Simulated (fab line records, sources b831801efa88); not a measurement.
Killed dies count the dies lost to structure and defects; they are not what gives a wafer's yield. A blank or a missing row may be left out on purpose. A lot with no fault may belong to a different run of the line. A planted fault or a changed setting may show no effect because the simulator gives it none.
Split-lot experiment / flow sky130 / 5 lots, 23 wafers read, on a route of 708 steps

ABOUT THE SPLIT
At SKY_VT_ADJUST_NCORE_DEVELOP_06 (develop time 60 s), the setting develop time s was moved away from the recipe's 60 s on 7 of the 23 wafers read, by -12.9% to -4.7%. All remaining wafers had this setting at the recipe value.

Split to reading: the file shows no intervening step.

THE READING
cd nm (nm) at SKY_VT_ADJUST_NCORE_CD_MEAS_07, where the cd target is 380 nm. Typical for fault-free wafers on this fab line: 380 nm, with standard deviation 3.3 nm.

wafer=L074.1; tool, chamber at the split=litho track-02, 0; develop time s as run, s=57.2; against the recipe=-4.7%; cd nm, nm=379; against lot-mates on the recipe=-3
wafer=L074.2; tool, chamber at the split=litho track-02, 0; develop time s as run, s=60; against the recipe=recipe; cd nm, nm=383; against lot-mates on the recipe=-
wafer=L074.3; tool, chamber at the split=litho track-02, 0; develop time s as run, s=60; against the recipe=recipe; cd nm, nm=381; against lot-mates on the recipe=-
wafer=L074.4; tool, chamber at the split=litho track-02, 0; develop time s as run, s=60; against the recipe=recipe; cd nm, nm=383; against lot-mates on the recipe=-
wafer=L074.5; tool, chamber at the split=litho track-02, 0; develop time s as run, s=57.2; against the recipe=-4.7%; cd nm, nm=376; against lot-mates on the recipe=-6
wafer=L076.1; tool, chamber at the split=litho track-02, 0; develop time s as run, s=60; against the recipe=recipe; cd nm, nm=387; against lot-mates on the recipe=-
wafer=L076.2; tool, chamber at the split=litho track-02, 0; develop time s as run, s=52.24; against the recipe=-12.9%; cd nm, nm=371; against lot-mates on the recipe=-17
wafer=L076.3; tool, chamber at the split=litho track-02, 0; develop time s as run, s=60; against the recipe=recipe; cd nm, nm=389; against lot-mates on the recipe=-
wafer=L076.5; tool, chamber at the split=litho track-02, 0; develop time s as run, s=52.24; against the recipe=-12.9%; cd nm, nm=375; against lot-mates on the recipe=-13
wafer=L076.6; tool, chamber at the split=litho track-02, 0; develop time s as run, s=52.24; against the recipe=-12.9%; cd nm, nm=375; against lot-mates on the recipe=-13
wafer=L081.1; tool, chamber at the split=litho track-04, 0; develop time s as run, s=60; against the recipe=recipe; cd nm, nm=375; against lot-mates on the recipe=-
wafer=L081.2; tool, chamber at the split=litho track-04, 0; develop time s as run, s=60; against the recipe=recipe; cd nm, nm=376; against lot-mates on the recipe=-
wafer=L081.3; tool, chamber at the split=litho track-04, 0; develop time s as run, s=60; against the recipe=recipe; cd nm, nm=375; against lot-mates on the recipe=-
wafer=L081.5; tool, chamber at the split=litho track-04, 0; develop time s as run, s=60; against the recipe=recipe; cd nm, nm=375; against lot-mates on the recipe=-
wafer=L081.6; tool, chamber at the split=litho track-04, 0; develop time s as run, s=60; against the recipe=recipe; cd nm, nm=377; against lot-mates on the recipe=-
wafer=L083.2; tool, chamber at the split=litho track-03, 0; develop time s as run, s=60; against the recipe=recipe; cd nm, nm=381; against lot-mates on the recipe=-
wafer=L083.3; tool, chamber at the split=litho track-03, 0; develop time s as run, s=54.36; against the recipe=-9.4%; cd nm, nm=372; against lot-mates on the recipe=-9
wafer=L083.4; tool, chamber at the split=litho track-03, 0; develop time s as run, s=60; against the recipe=recipe; cd nm, nm=380; against lot-mates on the recipe=-
wafer=L083.5; tool, chamber at the split=litho track-03, 0; develop time s as run, s=54.36; against the recipe=-9.4%; cd nm, nm=369; against lot-mates on the recipe=-12
wafer=L083.6; tool, chamber at the split=litho track-03, 0; develop time s as run, s=60; against the recipe=recipe; cd nm, nm=381; against lot-mates on the recipe=-
wafer=L084.1; tool, chamber at the split=litho track-02, 0; develop time s as run, s=60; against the recipe=recipe; cd nm, nm=378; against lot-mates on the recipe=-
wafer=L084.2; tool, chamber at the split=litho track-02, 0; develop time s as run, s=60; against the recipe=recipe; cd nm, nm=377; against lot-mates on the recipe=-
wafer=L084.5; tool, chamber at the split=litho track-02, 0; develop time s as run, s=60; against the recipe=recipe; cd nm, nm=379; against lot-mates on the recipe=-

FIT RESULTS
A straight line over all 23 wafers: cd nm changes by +0.595 nm for each +1% of develop time s; r = +0.61; the points scatter about the line by 3.9 nm.
The same after taking each lot's own level away (the mean of its wafers on the recipe; 23 wafers): +1.1 nm for each +1%; r = +0.98; scatter 1.2 nm.
On that fit, the largest move of develop time s shifts the reading by 14 nm.
Measured against the standard deviation above, the lots' own levels, which go from 375.6 to 388.0 nm, span 3.8 times it.
So the lot-to-lot level blurs the effect unless lot-mates are compared.
Check: with one of the wafers moved furthest among these (-12.9%) left out of the fit, the line predicts -13.3 nm for it against its lot-mates. It came out at -17 nm against them.

FURTHER SPLITS ON THESE WAFERS
Before the reading, these wafers also passed through other splits. Each is held against what the fit with the lots' levels taken away leaves over:
other split on the same wafers=SKY_FIELD_ISO_OXIDATION_01 temp c; wafers away from the commonest value=18; r with cd nm (lot level and that fit taken away)=-0.04
other split on the same wafers=SKY_FIELD_ISO_STRIP_16 power w; wafers away from the commonest value=5; r with cd nm (lot level and that fit taken away)=+0.34
other split on the same wafers=SKY_PWDE_IMPLANT_08 energy kev; wafers away from the commonest value=4; r with cd nm (lot level and that fit taken away)=-0.02
other split on the same wafers=SKY_NWELL_IMPLANT_11 dose cm2; wafers away from the commonest value=8; r with cd nm (lot level and that fit taken away)=-0.13
other split on the same wafers=SKY_NWELL_SOFTBAKE_19 temp c; wafers away from the commonest value=5; r with cd nm (lot level and that fit taken away)=+0.13
other split on the same wafers=SKY_NWELL_DEVELOP_22 dev temp c; wafers away from the commonest value=10; r with cd nm (lot level and that fit taken away)=+0.08
other split on the same wafers=SKY_VT_ADJUST_HVTP_EXPOSE_04 dose mj; wafers away from the commonest value=7; r with cd nm (lot level and that fit taken away)=-0.05

FILE'S OWN FIT
cd nm changes by +1.1 nm for each +1% of develop time s, r = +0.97.
